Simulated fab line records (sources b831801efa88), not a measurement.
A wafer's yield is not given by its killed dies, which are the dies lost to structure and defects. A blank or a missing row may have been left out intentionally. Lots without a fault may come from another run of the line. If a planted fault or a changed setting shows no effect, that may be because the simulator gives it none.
fab line records | flow sky130 | part 1 of 2: steps 1 to 29 of 39
record lots=5 | wafers=15 | last_day=50
route steps=708 shown NWELL@82 PWDE@84 VT_ADJUST_HVTP@85 VT_ADJUST_LVTN@97 VT_ADJUST_NCORE@119
lots untouched by any fault: they come from a run of this same line in which no faults occurred
start_h: hours from the record's first day to the start of the lot's first wafer shown | wait_h: hours since the lot's step before | " repeats the value in the row above | L1.1+2: a single row standing in for several wafers | - no value present, or no start provided | * or withheld: withheld | < > ~ a bound
route shown NAME@n: a module of which the file shows steps, and the number in the route of the first | usual: mean/standard deviation of fault-free wafers | same: alike in all rows | chamber/n: place in a boat | sites: per-site readings | _std_site: standard deviation across them | _edge_site: outer sites' mean less inner sites' | radius_mm: for every site, how far away it sits from the centre of the wafer | mask NAME#n: copy n | behind: the tool/chamber that last shaped the wafer | hold: what put the lot on hold/how long, in hours/how the hold closed | device: which transistor (n, p or np) failed to switch | end of line: tests of these same wafers at the route's end | a step given without rows: its recipe and nothing more | killed: not the wafer's yield, but the dies lost to structure and defects at the first sort | map: dies across one wafer; x = killed, . = not, _ = none there
set.NAME: the setting that was run; set.NAME@STEP: the one run at that earlier step | model.NAME: the simulator's own value behind a step, which no gauge read
lots at selected steps of the route; one table per step, one row per wafer
services: the hour from which a tool's chamber was out of use, counted from the record's first day as start_h (under 0 if before that day), plus the number of hours and why
## steps
# step SKY_NWELL_RS_MEAS_29
# recipe thk_meas_gauge=four-point-probe
# usual NWELL_RS=624.7/1.5
lot.wafer | tool          | chamber | start_h | wait_h | NWELL_RS[ohm/sq]
L076.1    | film_metro-03 | -       | 121.29  | 0.1    | 623.4
L076.4    | "             | -       | "       | "      | 625.4
L076.6    | "             | -       | "       | "      | 624.1
L081.1    | film_metro-02 | -       | 150.28  | 0.1    | 623.8
L081.3    | "             | -       | "       | "      | 621.6
L081.5    | "             | -       | "       | "      | 621.6
L090.3    | film_metro-03 | -       | 203.00  | 0.1    | 625.4
L090.5    | "             | -       | "       | "      | 624.4
L090.6    | "             | -       | "       | "      | 625.2
L095.1    | film_metro-03 | -       | 234.79  | 0.1    | 627.9
L095.4    | "             | -       | "       | "      | 626.1
L095.5    | "             | -       | "       | "      | 625.6
L097.1    | film_metro-01 | -       | 243.32  | 0.1    | 623.0
L097.5    | "             | -       | "       | "      | 623.6
L097.6    | "             | -       | "       | "      | 622.4
# step SKY_NWELL_RS_MEAS_31
# recipe thk_meas_gauge=four-point-probe
# usual PWDE_RS=5270/17
lot.wafer | tool          | chamber | start_h | wait_h | PWDE_RS[ohm/sq]
L076.1    | film_metro-03 | -       | 121.53  | 0.1    | 5272
L076.4    | "             | -       | "       | "      | 5287
L076.6    | "             | -       | "       | "      | 5279
L081.1    | film_metro-02 | -       | 150.52  | 0.1    | 5261
L081.3    | "             | -       | "       | "      | 5271
L081.5    | "             | -       | "       | "      | 5266
L090.3    | film_metro-03 | -       | 203.24  | 0.1    | 5257
L090.5    | "             | -       | "       | "      | 5247
L090.6    | "             | -       | "       | "      | 5259
L095.1    | film_metro-03 | -       | 235.03  | 0.1    | 5270
L095.4    | "             | -       | "       | "      | 5297
L095.5    | "             | -       | "       | "      | 5283
L097.1    | film_metro-01 | -       | 243.56  | 0.1    | 5280
L097.5    | "             | -       | "       | "      | 5268
L097.6    | "             | -       | "       | "      | 5262
# step SKY_VT_ADJUST_HVTP_DEHYDRATE_00
# recipe temp_c=200 | time_s=60
lot.wafer  | tool           | chamber | start_h | wait_h
L076.1+4+6 | litho_track-02 | 0       | 131.26  | 9.7
L081.1+3+5 | litho_track-04 | 0       | 159.93  | 9.4
L090.3+5+6 | litho_track-04 | 0       | 213.83  | 10.6
L095.1+4+5 | litho_track-02 | 0       | 245.71  | 10.7
L097.1+5+6 | litho_track-03 | 0       | 253.41  | 9.8
# step SKY_VT_ADJUST_HVTP_HMDS_01
# recipe prime_time_s=60 | prime_temp_c=120
lot.wafer  | tool           | chamber | start_h | wait_h
L076.1+4+6 | litho_track-02 | 0       | 131.41  | 0.1
L081.1+3+5 | litho_track-04 | 0       | 160.08  | 0.1
L090.3+5+6 | litho_track-04 | 0       | 213.98  | 0.1
L095.1+4+5 | litho_track-02 | 0       | 245.86  | 0.1
L097.1+5+6 | litho_track-03 | 0       | 253.56  | 0.1
# step SKY_VT_ADJUST_HVTP_COAT_02
# recipe resist=NOVOLAK | spin_rpm=3000 | resist_thk_nm=1140
# usual dispense_pressure_kPa=51.6/2
lot.wafer | tool           | chamber | start_h | wait_h | dispense_pressure_kPa
L076.1    | litho_track-02 | 0       | 131.56  | 0.1    | 49.1
L076.4    | "              | 0       | "       | "      | 49.1
L076.6    | "              | 0       | "       | "      | 49.0
L081.1    | litho_track-04 | 0       | 160.23  | 0.1    | 51.6
L081.3    | "              | 0       | "       | "      | 51.6
L081.5    | "              | 0       | "       | "      | 51.6
L090.3    | litho_track-04 | 0       | 214.13  | 0.1    | 51.6
L090.5    | "              | 0       | "       | "      | 51.5
L090.6    | "              | 0       | "       | "      | 51.6
L095.1    | litho_track-02 | 0       | 246.01  | 0.1    | 49.1
L095.4    | "              | 0       | "       | "      | 49.1
L095.5    | "              | 0       | "       | "      | 49.2
L097.1    | litho_track-03 | 0       | 253.71  | 0.1    | 54.1
L097.5    | "              | 0       | "       | "      | 54.1
L097.6    | "              | 0       | "       | "      | 54.0
# step SKY_VT_ADJUST_HVTP_SOFTBAKE_03
# recipe temp_c=90 | time_s=60 | resist=NOVOLAK
lot.wafer  | tool           | chamber | start_h | wait_h
L076.1+4+6 | litho_track-02 | 0       | 131.71  | 0.1
L081.1+3+5 | litho_track-04 | 0       | 160.38  | 0.1
L090.3+5+6 | litho_track-04 | 0       | 214.28  | 0.1
L095.1+4+5 | litho_track-02 | 0       | 246.16  | 0.1
L097.1+5+6 | litho_track-03 | 0       | 253.86  | 0.1
# step SKY_VT_ADJUST_HVTP_EXPOSE_04
# recipe mask_id=HVTPM | na=0.6 | source_shape=conventional | sigma_outer=0.6 | polarization=unpolarized | target_cd_nm=380 | dose_mj=140
# usual focus_offset_nm=0.0/0.56 | stage_vel_mm_s=499.98/0.25
# same sigma_outer=0.6
lot.wafer | tool             | chamber | start_h | wait_h | mask    | focus_offset_nm | stage_vel_mm_s
L076.1    | iline_stepper-01 | 0       | -       | -      | HVTPM#0 | 1.2             | 500.39
L076.4    | "                | 0       | "       | "      | HVTPM#0 | 1.2             | 500.27
L076.6    | "                | 0       | "       | "      | HVTPM#0 | 0.6             | 499.96
L081.1    | iline_stepper-01 | 0       | -       | -      | HVTPM#0 | 0.0             | 499.83
L081.3    | "                | 0       | "       | "      | HVTPM#0 | 0.5             | 499.88
L081.5    | "                | 0       | "       | "      | HVTPM#0 | 0.3             | 500.07
L090.3    | iline_stepper-02 | 0       | -       | -      | HVTPM#0 | -0.3            | 499.81
L090.5    | "                | 0       | "       | "      | HVTPM#0 | -0.8            | 499.60
L090.6    | "                | 0       | "       | "      | HVTPM#0 | -0.5            | 499.27
L095.1    | iline_stepper-02 | 0       | -       | -      | HVTPM#0 | -0.7            | 500.01
L095.4    | "                | 0       | "       | "      | HVTPM#0 | -0.1            | 499.88
L095.5    | "                | 0       | "       | "      | HVTPM#0 | 0.1             | 499.69
L097.1    | iline_stepper-01 | 0       | -       | -      | HVTPM#0 | -0.4            | 500.58
L097.5    | "                | 0       | "       | "      | HVTPM#0 | -1.1            | 499.84
L097.6    | "                | 0       | "       | "      | HVTPM#0 | -0.9            | 500.20
# step SKY_VT_ADJUST_HVTP_PEB_05
# recipe temp_c=withheld | time_s=* | resist=NOVOLAK
lot.wafer  | tool           | chamber | start_h | wait_h
L076.1+4+6 | litho_track-04 | 0       | -       | -
L081.1+3+5 | litho_track-04 | 0       | -       | -
L090.3+5+6 | litho_track-04 | 0       | -       | -
L095.1+4+5 | litho_track-04 | 0       | -       | -
L097.1+5+6 | litho_track-04 | 0       | -       | -
# step SKY_VT_ADJUST_HVTP_DEVELOP_06
# recipe resist=NOVOLAK | developer=TMAH | develop_time_s=60 | dev_temp_c=23
lot.wafer  | tool           | chamber | start_h | wait_h
L076.1+4+6 | litho_track-04 | 0       | 141.28  | 0.1
L081.1+3+5 | litho_track-04 | 0       | 170.78  | 0.1
L090.3+5+6 | litho_track-04 | 0       | 225.82  | 0.1
L095.1+4+5 | litho_track-04 | 0       | 256.52  | 0.1
L097.1+5+6 | litho_track-04 | 0       | 265.38  | 0.1
# step SKY_VT_ADJUST_HVTP_CD_MEAS_07
# recipe target_cd_nm=380
# usual cd_nm=378.6/2.8
lot.wafer | tool      | chamber | start_h | wait_h | cd_nm
L076.1    | cd_sem-01 | -       | 141.43  | 0.1    | 380.3
L076.4    | "         | -       | "       | "      | 379.9
L076.6    | "         | -       | "       | "      | 375.8
L081.1    | cd_sem-02 | -       | 170.93  | 0.1    | 378.7
L081.3    | "         | -       | "       | "      | 380.7
L081.5    | "         | -       | "       | "      | 377.3
L090.3    | cd_sem-02 | -       | 225.97  | 0.1    | 384.1
L090.5    | "         | -       | "       | "      | 386.2
L090.6    | "         | -       | "       | "      | 383.5
L095.1    | cd_sem-01 | -       | 256.67  | 0.1    | 379.6
L095.4    | "         | -       | "       | "      | 380.3
L095.5    | "         | -       | "       | "      | 377.3
L097.1    | cd_sem-01 | -       | 265.52  | 0.1    | 378.9
L097.5    | "         | -       | "       | "      | 376.5
L097.6    | "         | -       | "       | "      | 378.1
# step SKY_VT_ADJUST_HVTP_OVL_MEAS_08
# usual VT_ADJUST_HVTP_OVL=0.5/1.4
lot.wafer | tool       | chamber | start_h | wait_h | VT_ADJUST_HVTP_OVL[nm]
L076.1    | overlay-01 | -       | 141.55  | 0.1    | 2.0
L076.4    | "          | -       | "       | "      | -1.3
L076.6    | "          | -       | "       | "      | 0.2
L081.1    | overlay-02 | -       | 171.05  | 0.1    | 0.1
L081.3    | "          | -       | "       | "      | 1.8
L081.5    | "          | -       | "       | "      | 0.9
L090.3    | overlay-01 | -       | 226.06  | 0.1    | 1.3
L090.5    | "          | -       | "       | "      | 1.6
L090.6    | "          | -       | "       | "      | 0.0
L095.1    | overlay-01 | -       | 256.79  | 0.1    | 2.4
L095.4    | "          | -       | "       | "      | 0.4
L095.5    | "          | -       | "       | "      | 1.9
L097.1    | overlay-01 | -       | 265.64  | 0.1    | -0.5
L097.5    | "          | -       | "       | "      | -0.3
L097.6    | "          | -       | "       | "      | -1.0
# step SKY_VT_ADJUST_HVTP_IMPLANT_09
# recipe species=As | energy_kev=150 | dose_cm2=4.3e+12 | tilt_deg=withheld
# usual end_station_pressure_torr=5.01e-06/2.7e-07 | faraday_current_uA=24.2/0.5
lot.wafer | tool         | chamber | start_h | wait_h | end_station_pressure_torr | faraday_current_uA
L076.1    | implanter-01 | 0       | 141.58  | 0.0    | 4.96e-06                  | 24.6
L076.4    | "            | 0       | "       | "      | 5.4e-06                   | 24.5
L076.6    | "            | 0       | "       | "      | 4.94e-06                  | 24.0
L081.1    | implanter-01 | 0       | 171.08  | 0.0    | 4.87e-06                  | 24.2
L081.3    | "            | 0       | "       | "      | 5.33e-06                  | 24.4
L081.5    | "            | 0       | "       | "      | 5.14e-06                  | 23.5
L090.3    | implanter-04 | 0       | 226.13  | 0.1    | 5.14e-06                  | 24.1
L090.5    | "            | 0       | "       | "      | 5.15e-06                  | 25.6
L090.6    | "            | 0       | "       | "      | 5.13e-06                  | 24.8
L095.1    | implanter-01 | 0       | 256.83  | 0.0    | 4.97e-06                  | 24.1
L095.4    | "            | 0       | "       | "      | 5.15e-06                  | 24.1
L095.5    | "            | 0       | "       | "      | 4.85e-06                  | 24.3
L097.1    | implanter-02 | 0       | 265.68  | 0.0    | 5.12e-06                  | 24.5
L097.5    | "            | 0       | "       | "      | 4.94e-06                  | 23.9
L097.6    | "            | 0       | "       | "      | 5.25e-06                  | 24.6
# step SKY_VT_ADJUST_HVTP_STRIP_10
# recipe chemistry=O2/N2 | power_w=1400 | pressure_mtorr=1500 | platen_temp_c=withheld | o2_flow_sccm=3000 | n2_flow_sccm=300 | overash_fraction=0.5
# usual drypump_motor_current_A=6.0/0.43 | o2_flow_sccm=3000/8.6 | oes_product_au=0.716/0.0044 | strip_time_to_endpoint_s=14.19/0.035
lot.wafer | tool            | chamber | start_h | wait_h | drypump_motor_current_A | o2_flow_sccm | oes_product_au | rf_hours_counter_h | strip_time_to_endpoint_s
L076.1    | plasma_asher-02 | 1       | 141.73  | 0.1    | 6.1                     | 2995         | 0.717          | 46                 | 14.18
L076.4    | "               | 1       | "       | "      | 6.1                     | 3010         | 0.719          | -                  | 14.20
L076.6    | "               | 1       | "       | "      | 6.1                     | 3018         | 0.717          | -                  | 14.18
L081.1    | plasma_asher-03 | 0       | 171.23  | 0.1    | 6.3                     | 2991         | 0.716          | 34                 | 14.19
L081.3    | "               | 1       | "       | "      | 6.5                     | 3017         | 0.714          | -                  | 14.20
L081.5    | "               | 1       | "       | "      | 6.5                     | 3024         | 0.711          | -                  | 14.16
L090.3    | plasma_asher-01 | 1       | 226.26  | 0.1    | 5.7                     | 2995         | 0.708          | -                  | 14.22
L090.5    | "               | 0       | "       | "      | 5.2                     | 2999         | 0.721          | -                  | 14.23
L090.6    | "               | 1       | "       | "      | 5.7                     | 3001         | 0.713          | -                  | 14.20
L095.1    | plasma_asher-03 | 1       | 256.98  | 0.1    | 6.5                     | 3000         | 0.714          | 43                 | 14.20
L095.4    | "               | 0       | "       | "      | 6.3                     | 3010         | 0.718          | -                  | 14.15
L095.5    | "               | 0       | "       | "      | 6.3                     | 3000         | 0.721          | -                  | 14.16
L097.1    | plasma_asher-03 | 1       | 265.83  | 0.1    | 6.5                     | 2992         | 0.719          | 44                 | 14.24
L097.5    | "               | 1       | "       | "      | 6.5                     | 2995         | 0.716          | -                  | 14.22
L097.6    | "               | 0       | "       | "      | 6.3                     | 3022         | 0.723          | -                  | 14.23
# step SKY_VT_ADJUST_HVTP_TW_MEAS_11
# usual VT_ADJUST_HVTP_TW=1361/6.9
lot.wafer | tool          | chamber | start_h | wait_h | VT_ADJUST_HVTP_TW
L076.1    | film_metro-01 | -       | 141.83  | 0.1    | 1363
L076.4    | "             | -       | "       | "      | 1353
L076.6    | "             | -       | "       | "      | 1358
L081.1    | film_metro-04 | -       | 171.33  | 0.1    | 1356
L081.3    | "             | -       | "       | "      | 1352
L081.5    | "             | -       | "       | "      | 1362
L090.3    | film_metro-04 | -       | 226.35  | 0.1    | 1362
L090.5    | "             | -       | "       | "      | 1357
L090.6    | "             | -       | "       | "      | 1363
L095.1    | film_metro-04 | -       | 257.08  | 0.1    | 1367
L095.4    | "             | -       | "       | "      | 1366
L095.5    | "             | -       | "       | "      | 1363
L097.1    | film_metro-02 | -       | 265.93  | 0.1    | 1352
L097.5    | "             | -       | "       | "      | 1355
L097.6    | "             | -       | "       | "      | 1357
# step SKY_VT_ADJUST_LVTN_DEHYDRATE_00
# recipe temp_c=200 | time_s=60
lot.wafer  | tool           | chamber | start_h | wait_h
L076.1+4+6 | litho_track-01 | 0       | 151.14  | 9.3
L081.1+3+5 | litho_track-01 | 0       | 181.44  | 10.1
L090.3+5+6 | litho_track-01 | 0       | 236.54  | 10.2
L095.1+4+5 | litho_track-02 | 0       | 268.21  | 11.1
L097.1+5+6 | litho_track-02 | 0       | 276.41  | 10.5
# step SKY_VT_ADJUST_LVTN_HMDS_01
# recipe prime_time_s=60 | prime_temp_c=120
lot.wafer  | tool           | chamber | start_h | wait_h
L076.1+4+6 | litho_track-01 | 0       | 151.29  | 0.1
L081.1+3+5 | litho_track-01 | 0       | 181.59  | 0.1
L090.3+5+6 | litho_track-01 | 0       | 236.69  | 0.1
L095.1+4+5 | litho_track-02 | 0       | 268.36  | 0.1
L097.1+5+6 | litho_track-02 | 0       | 276.56  | 0.1
# step SKY_VT_ADJUST_LVTN_COAT_02
# recipe spin_rpm=2000 | resist_thk_nm=3000
# usual dispense_pressure_kPa=47.2/2.6
lot.wafer | tool           | chamber | start_h | wait_h | dispense_pressure_kPa
L076.1    | litho_track-01 | 0       | 151.44  | 0.1    | 45.5
L076.4    | "              | 0       | "       | "      | 45.4
L076.6    | "              | 0       | "       | "      | 45.5
L081.1    | litho_track-01 | 0       | 181.74  | 0.1    | 45.5
L081.3    | "              | 0       | "       | "      | 45.5
L081.5    | "              | 0       | "       | "      | 45.5
L090.3    | litho_track-01 | 0       | 236.84  | 0.1    | 45.5
L090.5    | "              | 0       | "       | "      | 45.4
L090.6    | "              | 0       | "       | "      | 45.5
L095.1    | litho_track-02 | 0       | 268.51  | 0.1    | 49.0
L095.4    | "              | 0       | "       | "      | 49.0
L095.5    | "              | 0       | "       | "      | 49.0
L097.1    | litho_track-02 | 0       | 276.71  | 0.1    | 49.0
L097.5    | "              | 0       | "       | "      | 49.0
L097.6    | "              | 0       | "       | "      | 49.0
# step SKY_VT_ADJUST_LVTN_SOFTBAKE_03
# recipe temp_c=110 | time_s=withheld
lot.wafer  | tool           | chamber | start_h | wait_h
L076.1+4+6 | litho_track-01 | 0       | 151.59  | 0.1
L081.1+3+5 | litho_track-01 | 0       | 181.89  | 0.1
L090.3+5+6 | litho_track-01 | 0       | 237.01  | 0.1
L095.1+4+5 | litho_track-02 | 0       | 268.66  | 0.1
L097.1+5+6 | litho_track-02 | 0       | 276.86  | 0.1
# step SKY_VT_ADJUST_LVTN_EXPOSE_04
# recipe mask_id=NWM_COMPLEMENT_LESS_NATIVE | na=0.6 | source_shape=conventional | sigma_outer=0.6 | polarization=unpolarized | target_cd_nm=840 | dose_mj=194
# usual focus_offset_nm=0.0/0.55 | stage_vel_mm_s=500.07/0.26
# same sigma_outer=0.6
lot.wafer | tool             | chamber | start_h | wait_h | mask                         | focus_offset_nm | stage_vel_mm_s
L076.1    | iline_stepper-02 | 0       | -       | -      | NWM_COMPLEMENT_LESS_NATIVE#0 | 0.4             | 500.44
L076.4    | "                | 0       | "       | "      | NWM_COMPLEMENT_LESS_NATIVE#0 | -0.1            | 500.56
L076.6    | "                | 0       | "       | "      | NWM_COMPLEMENT_LESS_NATIVE#0 | 0.3             | 500.06
L081.1    | iline_stepper-02 | 0       | -       | -      | NWM_COMPLEMENT_LESS_NATIVE#0 | 0.8             | 500.08
L081.3    | "                | 0       | "       | "      | NWM_COMPLEMENT_LESS_NATIVE#0 | -0.1            | 500.69
L081.5    | "                | 0       | "       | "      | NWM_COMPLEMENT_LESS_NATIVE#0 | 0.6             | 500.19
L090.3    | iline_stepper-01 | 0       | -       | -      | NWM_COMPLEMENT_LESS_NATIVE#0 | 0.3             | 499.56
L090.5    | "                | 0       | "       | "      | NWM_COMPLEMENT_LESS_NATIVE#0 | 0.2             | 499.96
L090.6    | "                | 0       | "       | "      | NWM_COMPLEMENT_LESS_NATIVE#0 | 1.2             | 500.03
L095.1    | iline_stepper-01 | 0       | -       | -      | NWM_COMPLEMENT_LESS_NATIVE#0 | -0.1            | 499.99
L095.4    | "                | 0       | "       | "      | NWM_COMPLEMENT_LESS_NATIVE#0 | -0.1            | 500.32
L095.5    | "                | 0       | "       | "      | NWM_COMPLEMENT_LESS_NATIVE#0 | -0.1            | 499.96
L097.1    | iline_stepper-01 | 0       | -       | -      | NWM_COMPLEMENT_LESS_NATIVE#0 | 0.3             | 500.16
L097.5    | "                | 0       | "       | "      | NWM_COMPLEMENT_LESS_NATIVE#0 | -0.2            | 500.52
L097.6    | "                | 0       | "       | "      | NWM_COMPLEMENT_LESS_NATIVE#0 | 0.3             | 499.92
# step SKY_VT_ADJUST_LVTN_PEB_05
# recipe temp_c=115 | time_s=withheld
lot.wafer  | tool           | chamber | start_h | wait_h
L076.1+4+6 | litho_track-02 | 0       | -       | -
L081.1+3+5 | litho_track-02 | 0       | -       | -
L090.3+5+6 | litho_track-01 | 0       | -       | -
L095.1+4+5 | litho_track-01 | 0       | -       | -
L097.1+5+6 | litho_track-03 | 0       | -       | -
# step SKY_VT_ADJUST_LVTN_DEVELOP_06
# recipe wall_angle_deg=90 | developer=TMAH | develop_time_s=60 | dev_temp_c=23
lot.wafer  | tool           | chamber | start_h | wait_h
L076.1+4+6 | litho_track-02 | 0       | -       | -
L081.1+3+5 | litho_track-02 | 0       | -       | -
L090.3+5+6 | litho_track-01 | 0       | -       | -
L095.1+4+5 | litho_track-01 | 0       | -       | -
L097.1+5+6 | litho_track-03 | 0       | -       | -
# step SKY_VT_ADJUST_LVTN_OVL_MEAS_07
# usual VT_ADJUST_LVTN_OVL=-0.6/1.4
lot.wafer | tool       | chamber | start_h | wait_h | VT_ADJUST_LVTN_OVL[nm]
L076.1    | overlay-02 | -       | 161.76  | -      | -3.1
L076.4    | "          | -       | "       | "      | -2.8
L076.6    | "          | -       | "       | "      | -0.8
L081.1    | overlay-01 | -       | 192.36  | -      | 2.0
L081.3    | "          | -       | "       | "      | 3.0
L081.5    | "          | -       | "       | "      | 0.5
L090.3    | overlay-01 | -       | 248.76  | -      | -3.3
L090.5    | "          | -       | "       | "      | -1.6
L090.6    | "          | -       | "       | "      | -2.7
L095.1    | overlay-02 | -       | 279.69  | -      | 1.0
L095.4    | "          | -       | "       | "      | -1.7
L095.5    | "          | -       | "       | "      | -0.1
L097.1    | overlay-01 | -       | 288.51  | -      | -1.4
L097.5    | "          | -       | "       | "      | -2.4
L097.6    | "          | -       | "       | "      | -1.6
# step SKY_VT_ADJUST_LVTN_IMPLANT_08
# recipe species=B | energy_kev=30 | dose_cm2=1.57e+12 | tilt_deg=withheld
# usual end_station_pressure_torr=5.03e-06/2.6e-07 | faraday_current_uA=8.84/0.17
lot.wafer | tool         | chamber | start_h | wait_h | end_station_pressure_torr | faraday_current_uA
L076.1    | implanter-04 | 0       | 161.79  | 0.0    | 4.75e-06                  | 8.45
L076.4    | "            | 0       | "       | "      | 5.61e-06                  | 8.53
L076.6    | "            | 0       | "       | "      | 4.6e-06                   | 9.00
L081.1    | implanter-04 | 0       | 192.39  | 0.0    | 5.11e-06                  | 8.83
L081.3    | "            | 0       | "       | "      | 5.11e-06                  | 8.74
L081.5    | "            | 0       | "       | "      | 5.18e-06                  | 8.50
L090.3    | implanter-04 | 0       | 248.83  | 0.1    | 5.42e-06                  | 8.66
L090.5    | "            | 0       | "       | "      | 5.01e-06                  | 8.82
L090.6    | "            | 0       | "       | "      | 5.06e-06                  | 8.94
L095.1    | implanter-02 | 0       | 279.73  | 0.0    | 5.21e-06                  | 8.76
L095.4    | "            | 0       | "       | "      | 5.11e-06                  | 8.78
L095.5    | "            | 0       | "       | "      | 5.04e-06                  | 8.76
L097.1    | implanter-04 | 0       | 288.55  | 0.0    | 5.13e-06                  | 8.94
L097.5    | "            | 0       | "       | "      | 5.09e-06                  | 8.65
L097.6    | "            | 0       | "       | "      | 4.88e-06                  | 9.20
# step SKY_VT_ADJUST_LVTN_STRIP_09
# recipe chemistry=O2/N2 | power_w=1400 | pressure_mtorr=1500 | platen_temp_c=withheld | o2_flow_sccm=3000 | n2_flow_sccm=300 | overash_fraction=0.5
# usual drypump_motor_current_A=5.8/0.54 | o2_flow_sccm=2999/8.8 | oes_product_au=0.723/0.0042 | strip_time_to_endpoint_s=36.88/0.11
lot.wafer | tool            | chamber | start_h | wait_h | drypump_motor_current_A | o2_flow_sccm | oes_product_au | rf_hours_counter_h | strip_time_to_endpoint_s
L076.1    | plasma_asher-01 | 0       | 161.94  | 0.1    | 5.2                     | 2999         | 0.723          | 5                  | 36.89
L076.4    | "               | 0       | "       | "      | 5.2                     | 3007         | 0.722          | -                  | 36.86
L076.6    | "               | 1       | "       | "      | 5.6                     | 3004         | 0.730          | -                  | 36.86
L081.1    | plasma_asher-04 | 1       | 192.54  | 0.1    | 5.2                     | 3017         | 0.721          | 49                 | 36.94
L081.3    | "               | 0       | "       | "      | 6.3                     | 2984         | 0.723          | -                  | 36.99
L081.5    | "               | 1       | "       | "      | 5.2                     | 3006         | 0.725          | -                  | 36.93
L090.3    | plasma_asher-04 | 0       | 248.96  | 0.1    | 6.3                     | 2998         | 0.716          | -                  | 36.78
L090.5    | "               | 0       | "       | "      | 6.3                     | 3010         | 0.722          | -                  | 36.76
L090.6    | "               | 1       | "       | "      | 5.2                     | 3001         | 0.725          | -                  | 36.75
L095.1    | plasma_asher-04 | 1       | 279.88  | 0.1    | 5.2                     | 2996         | 0.729          | 58                 | 36.87
L095.4    | "               | 0       | "       | "      | 6.3                     | 2997         | 0.720          | -                  | 36.90
L095.5    | "               | 1       | "       | "      | 5.2                     | 2992         | 0.727          | -                  | 36.88
L097.1    | plasma_asher-01 | 0       | 288.70  | 0.1    | 5.2                     | 3011         | 0.725          | 17                 | 37.02
L097.5    | "               | 0       | "       | "      | 5.2                     | 3010         | 0.722          | -                  | 36.87
L097.6    | "               | 1       | "       | "      | 5.7                     | 3005         | 0.724          | -                  | 36.88
# step SKY_VT_ADJUST_LVTN_TW_MEAS_10
# usual VT_ADJUST_LVTN_TW=242.2/1.8
lot.wafer | tool          | chamber | start_h | wait_h | VT_ADJUST_LVTN_TW
L076.1    | film_metro-04 | -       | 162.04  | 0.1    | 243.3
L076.4    | "             | -       | "       | "      | 243.1
L076.6    | "             | -       | "       | "      | 243.2
L081.1    | film_metro-04 | -       | 192.64  | 0.1    | 243.5
L081.3    | "             | -       | "       | "      | 243.9
L081.5    | "             | -       | "       | "      | 242.9
L090.3    | film_metro-04 | -       | 249.05  | 0.1    | 243.6
L090.5    | "             | -       | "       | "      | 243.9
L090.6    | "             | -       | "       | "      | 243.6
L095.1    | film_metro-04 | -       | 279.98  | 0.1    | 243.9
L095.4    | "             | -       | "       | "      | 242.2
L095.5    | "             | -       | "       | "      | 242.8
L097.1    | film_metro-04 | -       | 288.80  | 0.1    | 241.9
L097.5    | "             | -       | "       | "      | 242.7
L097.6    | "             | -       | "       | "      | 242.4
# step SKY_VT_ADJUST_LVTN_DEHYDRATE_11
# recipe temp_c=200 | time_s=60
lot.wafer  | tool           | chamber | start_h | wait_h
L076.1+4+6 | litho_track-03 | 0       | 172.26  | 10.2
L081.1+3+5 | litho_track-02 | 0       | 202.46  | 9.8
L090.3+5+6 | litho_track-02 | 0       | 259.01  | 9.9
L095.1+4+5 | litho_track-02 | 0       | 291.51  | 11.5
L097.1+5+6 | litho_track-03 | 0       | 301.26  | 12.5
# step SKY_VT_ADJUST_LVTN_HMDS_12
# recipe prime_time_s=60 | prime_temp_c=120
lot.wafer  | tool           | chamber | start_h | wait_h
L076.1+4+6 | litho_track-03 | 0       | 172.41  | 0.1
L081.1+3+5 | litho_track-02 | 0       | 202.61  | 0.1
L090.3+5+6 | litho_track-02 | 0       | 259.16  | 0.1
L095.1+4+5 | litho_track-02 | 0       | 291.66  | 0.1
L097.1+5+6 | litho_track-03 | 0       | 301.41  | 0.1
# step SKY_VT_ADJUST_LVTN_COAT_13
# recipe resist=NOVOLAK | spin_rpm=3000 | resist_thk_nm=1140
# usual dispense_pressure_kPa=51/3.3
lot.wafer | tool           | chamber | start_h | wait_h | dispense_pressure_kPa
L076.1    | litho_track-03 | 0       | 172.56  | 0.1    | 54
L076.4    | "              | 0       | "       | "      | 54
L076.6    | "              | 0       | "       | "      | 54
L081.1    | litho_track-02 | 0       | 202.76  | 0.1    | 49
L081.3    | "              | 0       | "       | "      | 49
L081.5    | "              | 0       | "       | "      | 49
L090.3    | litho_track-02 | 0       | 259.31  | 0.1    | 49
L090.5    | "              | 0       | "       | "      | 49
L090.6    | "              | 0       | "       | "      | 49
L095.1    | litho_track-02 | 0       | 291.81  | 0.1    | 49
L095.4    | "              | 0       | "       | "      | 49
L095.5    | "              | 0       | "       | "      | 49
L097.1    | litho_track-03 | 0       | 301.56  | 0.1    | 54
L097.5    | "              | 0       | "       | "      | 54
L097.6    | "              | 0       | "       | "      | 54
# step SKY_VT_ADJUST_LVTN_SOFTBAKE_14
# recipe temp_c=90 | time_s=60 | resist=NOVOLAK
lot.wafer  | tool           | chamber | start_h | wait_h
L076.1+4+6 | litho_track-03 | 0       | 172.71  | 0.1
L081.1+3+5 | litho_track-02 | 0       | 202.91  | 0.1
L090.3+5+6 | litho_track-02 | 0       | 259.46  | 0.1
L095.1+4+5 | litho_track-02 | 0       | 291.96  | 0.1
L097.1+5+6 | litho_track-03 | 0       | 301.71  | 0.1
